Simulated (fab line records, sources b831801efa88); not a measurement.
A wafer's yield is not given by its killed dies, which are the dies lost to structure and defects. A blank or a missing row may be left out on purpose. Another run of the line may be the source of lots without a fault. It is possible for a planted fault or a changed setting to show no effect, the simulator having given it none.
Which tool was responsible? | flow sky130 | Sampling: 6 lots, 18 wafers, 2 of 708 route steps

## WHAT EACH GAUGE READ, for each wafer
SKY_FIELD_ISO_THK_MEAS_25.
lot  | measured    | on            | FIELD_ISO_CVD_24_THK (nm)
L773 | day 2 14:00 | film_metro-02 | 583 581 588
L775 | day 2 21:50 | film_metro-01 | 601 602 602
L778 | day 3 13:01 | film_metro-02 | 579 582 586
L785 | day 5 03:12 | film_metro-02 | 592 590 592
L792 | day 6 16:00 | film_metro-01 | 589 598 585
L794 | day 7 03:56 | film_metro-01 | 593 592 596

## TOOL THAT RAN EACH LOT (tool first, then ch and the chambers of the sampled wafers, then the start)
lot  | SKY_FIELD_ISO_ETCH_15
L773 | rie_diel-03 ch 2,3, day 2 10:38
L775 | rie_diel-03 ch 2,3, day 2 19:59
L778 | rie_diel-04 ch 0,1,3, day 3 11:10
L785 | rie_diel-03 ch 0,1,3, day 5 00:38
L792 | rie_diel-01 ch 0,3, day 6 12:19
L794 | rie_diel-04 ch 0,2,3, day 7 01:40
- SKY_FIELD_ISO_ETCH_15: etches the open film in CHF3/O2, stops on Si, target depth 180 nm, time 72 s.

## THE ANSWER, worked out from the rows above alone
Rule: the usual values come from the lots themselves. Put in order of their means at a reading, lots are off if they are a third of the lots or fewer, leave a main group of 4 or more, and stand apart from it by a gap of 3 or more times the standard deviation of the main group's means; of several such gaps the widest counts. Not used: any main group whose means are identical at the precision the tables above print for the reading. A lot without any number at a reading at which 4 lots or more have one is off too. All remaining lots with rows at the step are treated as sound.
No lot is off on any of the readings shown, so nothing can be concluded from this.

## WHAT THE SIMULATOR PUT IN
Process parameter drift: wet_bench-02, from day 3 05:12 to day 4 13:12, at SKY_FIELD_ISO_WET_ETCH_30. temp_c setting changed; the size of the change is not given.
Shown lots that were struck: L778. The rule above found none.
